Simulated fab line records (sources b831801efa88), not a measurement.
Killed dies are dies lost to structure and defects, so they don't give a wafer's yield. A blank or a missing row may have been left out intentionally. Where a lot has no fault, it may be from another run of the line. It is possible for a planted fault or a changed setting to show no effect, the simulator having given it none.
A struck lot beside a sound one || flow sky130 || 14 out of 708 route steps
Sound: the wafers L260.2, L260.3, L260.5. Struck: wafers L271.2, L271.3, L271.6. The cause is named last.
Each step with rows lists, per side, the tool, then ch with its chambers, then its first start. Under that, the readings that differ: sound wafers || struck wafers || difference of the means || sigmas: that difference in standard deviations of wafers without a fault.
alike: readings whose means differ by less than 2 such deviations, and words and numbers that are the same on both sides. not compared: withheld readings, readings that some wafer has no value for, bounds like >300 that may hide the same value, and numbers for which the record gives no deviation and whose values overlap.
The two part at a step that has a row with sigmas, a row that says differs or no value, or rows on one side only. Numbers that have no deviation but don't overlap get no sigmas and don't part them. Lack of a reading on every wafer of one side parts them only where that side has two or more wafers.

first, 8 steps without rows for these wafers: SKY_CONTACT_DEHYDRATE_06 (time 60 s); SKY_CONTACT_HMDS_07 (prime time 60 s); SKY_CONTACT_COAT_08 (resist thk 60 nm); SKY_CONTACT_COAT_09 (resist thk 450 nm); SKY_CONTACT_SOFTBAKE_10 (time 90 s); SKY_CONTACT_EXPOSE_11 (exposes mask CTM1, target cd 170 nm); SKY_CONTACT_PEB_12; SKY_CONTACT_DEVELOP_13 (develop time 60 s).
SKY_CONTACT_CD_MEAS_14 targets a cd of 170 nm.
  sound on cd sem-01, day 33 00:46; struck on cd sem-01, day 36 19:55
{"reading": "cd nm (nm)", "sound": "168.9 168.5 168.3", "struck": "171.9 171.9 172.0", "difference": "+3.4", "sigmas": "+2"}
SKY_CONTACT_OVL_MEAS_15:
  sound on overlay-01, day 33 00:52; struck on overlay-02, day 36 20:01
  alike: CONTACT_OVL
SKY_CONTACT_ETCH_16: etches BARC in N2/H2, stops on SiO2, time 45.9 s, target depth 60 nm.
  sound on rie diel-01 ch 0,3, day 33 00:54; struck on rie diel-03 ch 1,3, day 36 20:03
  alike: drypump motor current A, h2 flow sccm, oes product au, rf fwd power W, throttle valve pct
  not compared: rf hours counter h
SKY_CONTACT_ETCH_17: etches SiO2 in C4F8/O2/Ar, stops on Si3N4, target depth 340 nm.
  sound on rie diel-01 ch 0,3, day 33 00:56; struck on rie diel-03 ch 1,3, day 36 20:06
  alike: oes product au, rf fwd power W
SKY_CONTACT_ETCH_18: etches Si3N4 in CHF3/O2, stops on TiN, time 39 s, target depth 75 nm.
  sound on rie diel-01 ch 0,3, day 33 00:00; struck on rie diel-03 ch 1,3, day 36 20:00
{"reading": "rf fwd power W (W)", "sound": "592.5 592.3 593.2", "struck": "498.2 499.0 498.5", "difference": -94.1, "sigmas": -36}
  alike: drypump motor current A, oes product au, throttle valve pct
  not compared: rf hours counter h, model.KrF-thick_of_CONTACT_COAT_09.thk nm
SKY_CONTACT_STRIP_19: strips in O2/N2.
  sound on plasma asher-01 ch 0,1, day 33 01:02; struck on plasma asher-01 ch 0,1, day 36 20:11
  alike: drypump motor current A, oes product au, strip time to endpoint s
  not compared: rf hours counter h

== WHERE THEY PART ==
First at SKY_CONTACT_CD_MEAS_14; last, within this record, at SKY_CONTACT_ETCH_18. Later steps at which nothing parts them and some readings are alike: SKY_CONTACT_STRIP_19.

WHY: whatever the simulator had introduced
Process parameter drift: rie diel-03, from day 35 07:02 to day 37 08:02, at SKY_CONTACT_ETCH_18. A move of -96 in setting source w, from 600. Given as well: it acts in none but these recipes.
